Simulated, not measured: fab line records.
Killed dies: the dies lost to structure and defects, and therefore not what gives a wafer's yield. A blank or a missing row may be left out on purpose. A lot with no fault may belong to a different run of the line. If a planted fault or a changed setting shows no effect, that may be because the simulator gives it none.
Which tool was responsible? | flow gf180mcu | Sampling: 6 lots, 18 wafers, 2 of 602 route steps

## WHAT EACH GAUGE READ, for each wafer
GF_MVSD_TW_MEAS_11.
lot  | measured     | on            | MVSD_TW
L779 | day 5 02:43  | film metro-02 | 1591 1603 1586
L782 | day 5 20:22  | film metro-04 | 1566 1569 1570
L785 | day 6 09:41  | film metro-03 | 1596 1598 1594
L792 | day 8 01:13  | film metro-03 | 1599 1607 1607
L795 | day 8 16:35  | film metro-04 | 1488 1499 1494
L800 | day 10 04:39 | film metro-04 | 1579 1576 1578

## WHAT TOOL EACH LOT RAN ON (gives the tool, then ch and the chambers of the sampled wafers, and finally the start)
lot  | GF_MVSD_IMPLANT_08
L779 | implanter-04 ch 0, day 5 02:19
L782 | implanter-02 ch 0, day 5 20:00
L785 | implanter-04 ch 0, day 6 09:17
L792 | implanter-01 ch 0, day 8 00:50
L795 | implanter-04 ch 0, day 8 16:11
L800 | implanter-02 ch 0, day 10 04:16
- GF_MVSD_IMPLANT_08

## THE ANSWER, worked out from the rows above alone
Rule: what is usual is taken from the lots themselves. The widest of any qualifying gaps counts: lots, ordered by their means at a reading, are off when they make up no more than a third of the lots, leave a main group of 4 or more, and stand apart from it by 3 or more times the standard deviation of that group's means. A main group is skipped when, at the precision printed for the reading in the tables above, its means are all equal. A lot without any number at a reading at which 4 lots or more have one is off too. Any other lot the step has rows for is counted as sound.
Off: L795, seen at GF_MVSD_TW_MEAS_11 (MVSD_TW). For the main group the mean is 1588 and the standard deviation 13.
If a tool, at a process step before that reading, ran all the lots that are off and no sound lot after the first of them, it fits. Gauges at GF_MVSD_TW_MEAS_11: tried the same way as those tools. One candidate fits, namely implanter-04 at GF_MVSD_IMPLANT_08. A fault onset in the window from L785 (day 6 09:17, its last sound lot) to L795 (day 8 16:11, its first lot off) fits.

## WHAT WAS PUT IN BY THE SIMULATOR
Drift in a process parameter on implanter-04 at GF_MVSD_IMPLANT_08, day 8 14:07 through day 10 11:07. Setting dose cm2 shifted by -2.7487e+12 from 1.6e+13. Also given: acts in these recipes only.
Lots struck among those shown: L795. The rule above reached the same finding.
